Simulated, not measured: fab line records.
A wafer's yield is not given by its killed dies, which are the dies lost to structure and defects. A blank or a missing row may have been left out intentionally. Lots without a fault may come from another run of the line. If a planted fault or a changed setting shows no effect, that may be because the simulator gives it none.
What tool caused it? || flow gf180mcu || 14 lots, 42 wafers sampled, at 1 step of a route of 602

## WHAT EACH GAUGE READ, for each wafer
GF_M1_CD_MEAS_14: target cd 230 nm. Usual: cd-nm at 229.9 nm, with a standard deviation of 1.4.
{"lot": "L652", "measured": "day 17 01:17", "on": "cd-sem-01", "cd-nm (nm)": "231.3 230.4 229.1", "flag": ""}
{"lot": "L653", "measured": "day 17 06:10", "on": "cd-sem-01", "cd-nm (nm)": "229.9 230.3 229.2", "flag": ""}
{"lot": "L656", "measured": "day 18 13:59", "on": "cd-sem-01", "cd-nm (nm)": "231.1 229.8 230.6", "flag": ""}
{"lot": "L662", "measured": "day 20 21:18", "on": "cd-sem-01", "cd-nm (nm)": "230.5 230.7 230.5", "flag": ""}
{"lot": "L663", "measured": "day 21 07:06", "on": "cd-sem-01", "cd-nm (nm)": "230.7 230.3 230.2", "flag": ""}
{"lot": "L665", "measured": "day 21 22:56", "on": "cd-sem-02", "cd-nm (nm)": "229.1 229.6 228.8", "flag": ""}
{"lot": "L668", "measured": "day 23 01:38", "on": "cd-sem-02", "cd-nm (nm)": "230.9 228.5 228.8", "flag": ""}
{"lot": "L669", "measured": "day 23 07:17", "on": "cd-sem-01", "cd-nm (nm)": "230.4 230.8 230.6", "flag": ""}
{"lot": "L670", "measured": "day 23 12:31", "on": "cd-sem-01", "cd-nm (nm)": "229.4 229.9 229.4", "flag": ""}
{"lot": "L671", "measured": "day 23 22:04", "on": "cd-sem-01", "cd-nm (nm)": "229.7 228.7 228.5", "flag": ""}
{"lot": "L672", "measured": "day 24 13:42", "on": "cd-sem-01", "cd-nm (nm)": "230.1 230.6 231.9", "flag": ""}
{"lot": "L673", "measured": "day 24 13:56", "on": "cd-sem-01", "cd-nm (nm)": "230.4 230.4 229.3", "flag": ""}
{"lot": "L674", "measured": "day 24 21:12", "on": "cd-sem-01", "cd-nm (nm)": "229.6 230.4 230.8", "flag": ""}
{"lot": "L675", "measured": "day 25 01:12", "on": "cd-sem-01", "cd-nm (nm)": "231.0 230.2 230.6", "flag": ""}

## TOOL THAT RAN EACH LOT (tool first, then ch and the chambers of the sampled wafers, then the start)
Record: no process step prior to these readings.

## WHAT THE TOOLS THEMSELVES READ (means of the sampled wafers that have a number; where no wafer has one, the mark that the record gives instead)
The record holds no such reading with a usual standard deviation.

## THE ANSWER, worked out from the rows above alone
Rule: a lot counts as off when the mean over its wafers that have a number is more than 3 standard deviations away from the usual mean. A lot without any number at a reading at which 4 lots or more have one is off too. All remaining lots with rows at the step are treated as sound. Order of review: gauges by route order, followed by the tools' own readings, for which a lot's mean as printed above is used. At the first step where some lot is off, the reading lying furthest off is the one used; lots without a number count as furthest.
Nothing can be told from this: no lot is off at any reading shown.

## WHAT THE SIMULATOR PUT IN
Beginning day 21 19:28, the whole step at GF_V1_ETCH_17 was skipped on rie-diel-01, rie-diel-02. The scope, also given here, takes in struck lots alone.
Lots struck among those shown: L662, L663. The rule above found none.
